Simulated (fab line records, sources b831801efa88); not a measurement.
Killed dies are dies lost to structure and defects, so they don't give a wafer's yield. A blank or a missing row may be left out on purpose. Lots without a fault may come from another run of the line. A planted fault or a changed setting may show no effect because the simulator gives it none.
fab line records | flow sky130
record lots=6 wafers=18 last_day=50
route steps=708 shown RES_XHIGH@340 SD_N@342 SD_P@359 PAD_OPEN@708
lots that met no fault: from a run of the same line without faults
start_h: hours from the record's first day to the start of the lot's first wafer shown | wait_h: hours since the lot's step before | " the same as in the row above | L1.1+2: a row that stands for several wafers | - no value, or no start given | * or withheld: withheld | < > ~ a bound
route shown NAME@n: a module of which the file shows steps, and the number in the route of the first | usual: mean/standard deviation of fault-free wafers | same: alike in all rows | chamber/n: place in a boat | sites: the reading at each site | _std_site: their standard deviation | _edge_site: outer sites' mean less inner sites' | radius_mm: how far each site lies from the wafer's centre | mask NAME#n: copy n | behind: the tool/chamber that last shaped the wafer | hold: why the lot was held/for how many hours/how that ended | device: the transistor (n, p or np) that didn't switch | end of line: the same wafers' tests at the end of the route | a step without rows: its recipe alone | killed: dies lost to structure and defects at the first sort, not the wafer's yield | map: a wafer's dies, x killed, . not, _ none there
set.NAME: the setting as run; set.NAME@STEP: as run at that earlier step | model.NAME: the simulator's own value behind a step, which no gauge read
lots at some steps of the route; a table a step, a row a wafer
services: from which hour (start_h, from the record's first day; less than 0 if before it) a tool's chamber was out of use, for how many hours, and why
## steps
# step SKY_RES_XHIGH_STRIP_08
# recipe chemistry=O2/N2 power_w=1400 pressure_mtorr=1500 platen_temp_c=withheld o2_flow_sccm=3000 n2_flow_sccm=300 overash_fraction=0.5
# usual drypump_motor_current_A=6.1/0.34 oes_product_au=0.711/0.0047 strip_time_to_endpoint_s=14.30/0.044
# columns lot.wafer tool chamber start_h wait_h drypump_motor_current_A oes_product_au rf_hours_counter_h strip_time_to_endpoint_s
L316.2 plasma_asher-03 0 709.96 0.1 5.9 0.721 28 14.31
L316.4 " 0 " " 5.9 0.715 - 14.32
L316.6 " 0 " " 5.9 0.715 - 14.29
L317.1 plasma_asher-04 0 712.87 0.1 5.6 0.709 58 14.33
L317.2 " 1 " " 6.0 0.708 58 14.34
L317.4 " 1 " " 6.0 0.713 - 14.28
L318.3 plasma_asher-04 0 722.79 0.1 5.6 0.711 - 14.32
L318.5 " 1 " " 6.0 0.710 - 14.31
L318.6 " 0 " " 5.6 0.712 - 14.30
L320.4 plasma_asher-04 0 735.40 0.1 5.6 0.715 - 14.29
L320.5 " 0 " " 5.6 0.708 - 14.32
L320.6 " 1 " " 6.1 0.714 - 14.30
L322.1 plasma_asher-03 1 750.76 0.1 6.4 0.713 32 14.19
L322.3 " 0 " " 5.9 0.712 - 14.24
L322.6 " 1 " " 6.4 0.713 - 14.29
L329.1 plasma_asher-04 0 802.06 0.1 5.6 0.714 66 14.29
L329.4 " 1 " " 6.0 0.705 - 14.39
L329.6 " 1 " " 6.0 0.705 - 14.33
# step SKY_RES_XHIGH_TW_MEAS_09
# usual RES_XHIGH_TW=1637/8.4
# columns lot.wafer tool chamber start_h wait_h RES_XHIGH_TW
L316.2 film_metro-03 - 710.07 0.1 1616
L316.4 " - " " 1635
L316.6 " - " " 1631
L317.1 film_metro-01 - 712.97 0.1 1644
L317.2 " - " " 1639
L317.4 " - " " 1640
L318.3 film_metro-03 - 722.88 0.1 1633
L318.5 " - " " 1619
L318.6 " - " " 1619
L320.4 film_metro-01 - 735.50 0.1 1647
L320.5 " - " " 1641
L320.6 " - " " 1639
L322.1 film_metro-02 - 750.86 0.1 1630
L322.3 " - " " 1633
L322.6 " - " " 1633
L329.1 film_metro-03 - 802.16 0.1 1638
L329.4 " - " " 1637
L329.6 " - " " 1639
# step SKY_SD_N_DEHYDRATE_00
# recipe temp_c=200 time_s=60
# step SKY_SD_N_HMDS_01
# recipe prime_time_s=60 prime_temp_c=120
# step SKY_SD_N_COAT_02
# recipe resist=NOVOLAK spin_rpm=3000 resist_thk_nm=1140
# step SKY_SD_N_SOFTBAKE_03
# recipe temp_c=90 time_s=60 resist=NOVOLAK
# step SKY_SD_N_EXPOSE_04
# recipe mask_id=NSDM na=0.6 source_shape=conventional sigma_outer=0.6 polarization=unpolarized target_cd_nm=380 dose_mj=141
# step SKY_SD_N_PEB_05
# recipe temp_c=withheld time_s=* resist=NOVOLAK
# step SKY_SD_N_DEVELOP_06
# recipe resist=NOVOLAK developer=TMAH develop_time_s=60 dev_temp_c=23
# step SKY_SD_N_CD_MEAS_07
# recipe target_cd_nm=380
# usual cd_nm=378.9/2.8
# columns lot.wafer tool chamber start_h wait_h cd_nm
L316.2 cd_sem-02 - 737.68 0.1 374.2
L316.4 " - " " 376.4
L316.6 " - " " 376.2
L317.1 cd_sem-01 - 740.66 0.1 380.3
L317.2 " - " " 381.6
L317.4 " - " " 381.6
L318.3 cd_sem-02 - 750.23 0.1 379.7
L318.5 " - " " 379.1
L318.6 " - " " 380.6
L320.4 cd_sem-01 - 762.37 0.1 379.7
L320.5 " - " " 376.7
L320.6 " - " " 379.5
L322.1 cd_sem-01 - 777.26 0.1 376.7
L322.3 " - " " 380.1
L322.6 " - " " 380.3
L329.1 cd_sem-01 - 828.16 0.1 381.1
L329.4 " - " " 378.5
L329.6 " - " " 381.9
# step SKY_SD_N_OVL_MEAS_08
# usual SD_N_OVL=-0.6/1.7
# columns lot.wafer tool chamber start_h wait_h SD_N_OVL[nm]
L316.2 overlay-01 - 737.78 0.1 -0.7
L316.4 " - " " -2.0
L316.6 " - " " -1.0
L317.1 overlay-02 - 740.78 0.1 0.8
L317.2 " - " " 1.0
L317.4 " - " " 2.2
L318.3 overlay-02 - 750.32 0.1 1.0
L318.5 " - " " 2.7
L318.6 " - " " 0.0
L320.4 overlay-02 - 762.44 0.1 0.9
L320.5 " - " " -1.2
L320.6 " - " " -0.5
L322.1 overlay-02 - 777.38 0.1 -1.6
L322.3 " - " " -2.0
L322.6 " - " " -1.4
L329.1 overlay-02 - 828.28 0.1 -0.9
L329.4 " - " " -0.3
L329.6 " - " " 0.4
# step SKY_SD_N_IMPLANT_09
# recipe species=As energy_kev=50 dose_cm2=4e+15 tilt_deg=0
# step SKY_SD_N_IMPLANT_10
# recipe species=P energy_kev=20 dose_cm2=1e+14 tilt_deg=0
# usual beam_energy_keV=19.999/0.0056 dose_ions_cm2=9.997e+13/1.1e+11 faraday_current_uA=525/34
# same implant_ion_amu=31
# columns lot.wafer tool chamber start_h wait_h beam_energy_keV dose_ions_cm2 faraday_current_uA
L316.2 implanter-04 0 737.99 0.1 19.994 9.987e+13 522
L316.4 " 0 " " 20.001 9.993e+13 510
L316.6 " 0 " " 19.996 9.984e+13 520
L317.1 implanter-03 0 740.97 0.1 19.999 1.0004e+14 488
L317.2 " 0 " " 20.000 9.984e+13 489
L317.4 " 0 " " 20.003 1.0001e+14 492
L318.3 implanter-03 0 750.54 0.1 19.995 4.898e+13 276
L318.5 " 0 " " 19.998 4.883e+13 285
L318.6 " 0 " " 19.999 4.906e+13 271
L320.4 implanter-03 0 762.69 0.1 20.005 4.88e+13 277
L320.5 " 0 " " 20.002 4.877e+13 267
L320.6 " 0 " " 20.001 4.893e+13 271
L322.1 implanter-01 0 777.56 0.1 20.002 9.983e+13 577
L322.3 " 0 " " 20.010 9.997e+13 557
L322.6 " 0 " " 19.999 9.989e+13 545
L329.1 implanter-01 0 828.47 0.1 19.994 1e+14 586
L329.4 " 0 " " 20.007 9.988e+13 560
L329.6 " 0 " " 19.999 9.981e+13 574
# step SKY_SD_N_STRIP_11
# recipe chemistry=O2/N2 power_w=1400 pressure_mtorr=1500 platen_temp_c=withheld o2_flow_sccm=3000 n2_flow_sccm=300 overash_fraction=0.5
# usual drypump_motor_current_A=6.1/0.46 oes_product_au=0.528/0.0046 strip_time_to_endpoint_s=22.58/0.046
# columns lot.wafer tool chamber start_h wait_h drypump_motor_current_A oes_product_au rf_hours_counter_h strip_time_to_endpoint_s
L316.2 plasma_asher-01 0 738.11 0.1 5.4 0.514 92 22.47
L316.4 " 0 " " 5.4 0.529 - 22.52
L316.6 " 0 " " 5.4 0.522 - 22.55
L317.1 plasma_asher-04 1 741.12 0.1 6.0 0.528 61 22.66
L317.2 " 0 " " 5.6 0.524 61 22.65
L317.4 " 0 " " 5.6 0.531 - 22.57
L318.3 plasma_asher-02 0 750.67 0.1 6.6 0.534 - 22.58
L318.5 " 1 " " 6.4 0.530 - 22.59
L318.6 " 0 " " 6.6 0.528 - 22.61
L320.4 plasma_asher-04 0 762.80 0.1 5.6 0.522 - 22.52
L320.5 " 0 " " 5.6 0.525 - 22.52
L320.6 " 1 " " 6.0 0.529 - 22.49
L322.1 plasma_asher-04 0 777.71 0.1 5.6 0.530 64 22.66
L322.3 " 0 " " 5.6 0.525 - 22.66
L322.6 " 0 " " 5.6 0.520 - 22.64
L329.1 plasma_asher-02 0 828.62 0.1 6.6 0.522 8 22.59
L329.4 " 0 " " 6.6 0.530 - 22.60
L329.6 " 1 " " 6.4 0.521 - 22.57
# step SKY_SD_N_TW_MEAS_12
# usual SD_N_TW=3974/19
# columns lot.wafer tool chamber start_h wait_h SD_N_TW
L316.2 film_metro-03 - 738.22 0.1 3929
L316.4 " - " " 3945
L316.6 " - " " 3922
L317.1 film_metro-01 - 741.22 0.1 3995
L317.2 " - " " 3985
L317.4 " - " " 3977
L318.3 film_metro-03 - 750.76 0.1 3969
L318.5 " - " " 3956
L318.6 " - " " 3954
L320.4 film_metro-01 - 762.89 0.1 3983
L320.5 " - " " 3989
L320.6 " - " " 3975
L322.1 film_metro-02 - 777.81 0.1 3977
L322.3 " - " " 3958
L322.6 " - " " 3967
L329.1 film_metro-01 - 828.72 0.1 3986
L329.4 " - " " 3997
L329.6 " - " " 3998
# step SKY_SD_N_CLEAN_13
# recipe chemistry=SC1/SC2 mix=1:4:20 temp_c=70 time_s=150 dry=n2_spin
# step SKY_SD_N_RTA_14
# recipe temp_c=1075 time_s=2 idle_temp_c=650 ramp_up_c_per_s=150 ramp_down_c_per_s=90 ambient=N2
# usual lamp_power_pct=15.74/0.055 ramp_up_c_per_s=150.00/0.028 wafer_temp_C_max=1078.0/1.2
# columns lot.wafer tool chamber start_h wait_h lamp_power_pct ramp_up_c_per_s wafer_temp_C_max
L316.2 rtp_anneal-02 0 738.34 0.0 15.77 150.02 1077.2
L316.4 " 0 " " 15.70 149.98 1078.2
L316.6 " 0 " " 15.70 150.02 1075.9
L317.1 rtp_anneal-01 0 741.33 0.0 15.82 150.01 1077.5
L317.2 " 0 " " 15.75 149.99 1079.0
L317.4 " 0 " " 15.75 149.96 1076.5
L318.3 rtp_anneal-02 0 750.87 0.0 15.77 150.00 1077.8
L318.5 " 0 " " 15.81 150.05 1078.2
L318.6 " 0 " " 15.68 149.97 1077.1
L320.4 rtp_anneal-02 0 763.05 0.0 15.81 150.07 1076.6
L320.5 " 0 " " 15.70 149.96 1077.7
L320.6 " 0 " " 15.82 149.95 1077.7
L322.1 rtp_anneal-02 0 777.98 0.0 15.78 150.06 1078.6
L322.3 " 0 " " 15.82 150.07 1078.5
L322.6 " 0 " " 15.75 149.95 1075.0
L329.1 rtp_anneal-01 0 828.83 0.0 15.80 150.00 1076.9
L329.4 " 0 " " 15.81 149.93 1078.2
L329.6 " 0 " " 15.74 150.01 1077.6
# step SKY_SD_N_RS_MEAS_16
# recipe thk_meas_gauge=four-point-probe
# usual SD_N_RS=68.47/0.13
# columns lot.wafer tool chamber start_h wait_h hold SD_N_RS[ohm/sq]
L316.2 film_metro-01 - 738.52 0.1 - 68.27
L316.4 " - " " - 68.36
L316.6 " - " " - 68.26
L317.1 film_metro-02 - 741.50 0.1 - 68.51
L317.2 " - " " - 68.38
L317.4 " - " " - 68.57
L318.3 film_metro-01 - 751.06 0.1 await_dispo/0.2h/release 69.57
L318.5 " - " " await_dispo/0.2h/release 69.54
L318.6 " - " " await_dispo/0.2h/release 69.49
L318.3 film_metro-01 - 751.42 0.3 - 69.72
L318.5 " - " " - 69.65
L318.6 " - " " - 69.74
L320.4 film_metro-02 - 763.26 0.1 await_dispo/0.2h/release 69.65
L320.5 " - " " await_dispo/0.2h/release 69.64
L320.6 " - " " await_dispo/0.2h/release 69.57
L320.4 film_metro-02 - 763.62 0.3 - 69.62
L320.5 " - " " - 69.60
L320.6 " - " " - 69.72
L322.1 film_metro-03 - 778.15 0.1 - 68.47
L322.3 " - " " - 68.48
L322.6 " - " " - 68.57
L329.1 film_metro-02 - 829.00 0.1 - 68.25
L329.4 " - " " - 68.38
L329.6 " - " " - 68.29
# step SKY_SD_N_RS_MEAS_17
# recipe thk_meas_gauge=four-point-probe
# usual SD_P_RS=146.9/0.41
# columns lot.wafer tool chamber start_h wait_h hold SD_P_RS[ohm/sq]
L316.2 film_metro-01 - 738.64 0.1 - 146.3
L316.4 " - " " - 147.0
L316.6 " - " " - 146.7
L317.1 film_metro-02 - 741.62 0.1 - 146.6
L317.2 " - " " - 146.3
L317.4 " - " " - 147.4
L318.3 film_metro-01 - 755.30 3.9 await_dispo/3.8h/release 146.9
L318.5 " - " " await_dispo/3.8h/release 146.5
L318.6 " - " " await_dispo/3.8h/release 147.0
L320.4 film_metro-02 - 765.69 2.1 await_dispo/1.8h/release 147.0
L320.5 " - " " await_dispo/1.8h/release 146.4
L320.6 " - " " await_dispo/1.8h/release 146.4
L322.1 film_metro-03 - 778.27 0.1 - 147.0
L322.3 " - " " - 147.5
L322.6 " - " " - 147.1
L329.1 film_metro-02 - 829.12 0.1 - 146.4
L329.4 " - " " - 146.8
L329.6 " - " " - 146.4
# step SKY_PAD_OPEN_PROBE_99
# usual killed_at_M0_to_M3=42/6.9 killed_at_M4_up=3.2/1.7 killed_at_contacts=23/5.5 killed_at_front_end=16/4 killed_at_other=0.4/0.55 killed_dies=85/9.2 killed_on_rim=16/3.5 killed_open=46/6.8 killed_short=38/6.2
# same gross_dies=492 killed_at_back_side=0
# columns lot.wafer tool chamber start_h wait_h killed_at_M0_to_M3 killed_at_M4_up killed_at_contacts killed_at_front_end killed_at_other killed_dies killed_on_rim killed_open killed_short
L316.2 prober-01 - 1142.78 0.1 36 0 25 13 0 74 17 40 34
L316.4 prober-01 - 1142.88 0.2 30 3 22 14 1 70 14 39 31
L316.6 prober-01 - 1142.98 0.2 42 2 17 12 1 74 10 45 29
L317.1 prober-01 - 1144.56 0.1 35 2 22 10 0 69 14 38 31
L317.2 prober-01 - 1144.61 0.1 39 3 20 16 1 79 16 47 31
L317.4 prober-01 - 1144.71 0.2 48 3 25 15 1 92 18 57 35
L318.3 prober-02 - 1151.53 0.2 51 1 18 12 0 82 17 40 42
L318.5 prober-02 - 1151.63 0.2 42 4 20 13 1 80 11 40 40
L318.6 prober-02 - 1151.68 0.2 44 2 32 18 0 96 16 57 39
# killed by level:class
L316.2 VIA1:geometric_particle:open=9 CONTACT:geometric_particle:short=7 CONTACT:geometric_particle:open=7 VIA3:geometric_particle:open=7 FIELD_ISO:geometric_particle:short=5 LI_CONTACT:geometric_particle:short=5 LI_CONTACT:geometric_particle:open=4 METAL2:geometric_particle:short=4
L316.4 CONTACT:geometric_particle:open=10 VIA1:geometric_particle:open=7 VIA3:geometric_particle:open=6 LI_CONTACT:geometric_particle:short=5 VIA2:geometric_particle:open=5 LOCAL_INTERCONNECT:geometric_particle:short=4 METAL1:geometric_particle:short=4 FIELD_ISO:geometric_particle:open=3
L316.6 VIA1:geometric_particle:open=12 VIA3:geometric_particle:open=11 CONTACT:geometric_particle:open=7 FIELD_ISO:geometric_particle:open=5 LI_CONTACT:geometric_particle:short=5 METAL2:geometric_particle:short=5 LI_CONTACT:geometric_particle:open=3 METAL1:geometric_particle:short=3
L317.1 VIA1:geometric_particle:open=12 CONTACT:geometric_particle:open=8 CONTACT:geometric_particle:short=5 METAL2:geometric_particle:short=4 METAL1:geometric_particle:short=3 LOCAL_INTERCONNECT:geometric_particle:open=3 VIA1:geometric_particle:short=3 VIA2:geometric_particle:open=3
L317.2 VIA1:geometric_particle:open=15 CONTACT:geometric_particle:open=8 VIA1:geometric_particle:short=5 VIA3:geometric_particle:open=5 FIELD_ISO:geometric_particle:short=4 LI_CONTACT:geometric_particle:open=4 LOCAL_INTERCONNECT:geometric_particle:short=4 VIA2:geometric_particle:open=4
L317.4 VIA1:geometric_particle:open=17 LI_CONTACT:geometric_particle:open=9 CONTACT:geometric_particle:open=9 VIA1:geometric_particle:short=8 FIELD_ISO:geometric_particle:short=6 VIA3:geometric_particle:open=5 VIA2:geometric_particle:open=5 METAL2:geometric_particle:short=4
L318.3 VIA2:geometric_particle:open=15 POLY_GATE:geometric_particle:short=7 VIA1:geometric_particle:short=6 METAL1:geometric_particle:short=6 VIA1:geometric_particle:open=6 METAL2:geometric_particle:short=5 VIA3:geometric_particle:open=5 LI_CONTACT:geometric_particle:short=4
L318.5 VIA1:geometric_particle:open=9 LI_CONTACT:geometric_particle:open=6 LOCAL_INTERCONNECT:geometric_particle:short=6 CONTACT:geometric_particle:open=6 VIA3:geometric_particle:open=6 POLY_GATE:geometric_particle:open=5 METAL2:geometric_particle:short=5 VIA2:geometric_particle:open=4
L318.6 VIA1:geometric_particle:open=11 LI_CONTACT:geometric_particle:open=9 CONTACT:geometric_particle:open=9 VIA3:geometric_particle:open=7 VIA2:geometric_particle:open=7 FIELD_ISO:geometric_particle:short=6 POLY_GATE:geometric_particle:short=5 LOCAL_INTERCONNECT:geometric_particle:short=5
## services
# columns tool chamber start_h hours kind
implanter-01 - 701.84 2.1 repair
implanter-01 - 720.84 4.0 pm
plasma_asher-02 - 733.75 9.0 pm
plasma_asher-02 0 733.75 9.0 vent_cycle
plasma_asher-02 1 733.75 9.0 vent_cycle
plasma_asher-02 0 742.75 - clean
plasma_asher-02 1 742.75 - clean
plasma_asher-02 - 745.38 0.4 repair
implanter-03 - 801.04 1.3 repair
plasma_asher-02 - 807.22 0.5 repair
implanter-01 - 809.33 6.7 repair
plasma_asher-03 - 819.56 1.3 repair
## key
first_sign step=SKY_SD_N_IMPLANT_10 reading=dose_ions_cm2 direction=down sigmas=99+ usual=* struck=*
effect step=SKY_SD_N_IMPLANT_10 reading=faraday_current_uA direction=down sigmas=7.4 usual=525 struck=275
effect step=SKY_SD_N_RS_MEAS_16 reading=visit direction=added
effect step=SKY_SD_N_RS_MEAS_16 reading=SD_N_RS direction=up sigmas=8.8 usual=68.47 struck=69.57
met_at SKY_SD_N_IMPLANT_10
struck_wafers L318.3,L318.5,L318.6,L320.4,L320.5,L320.6
tester_left_out L318,L320
onset_between 740.97 750.54
fault kind=process_parameter_drift tool=implanter-03 chamber=- onset_h=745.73 steps=SKY_SD_N_IMPLANT_10 channel=dose_cm2 offset=* shape=step end_h=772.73 acts_in=* stated=*
# tester_left_out: of these lots the tester's yield and bins aren't shown, on N5 and GAA mostly nor the transistor test; their killed dies are dies lost to structure and defects alone, not to doping, threshold or leakage, so they don't give the yield
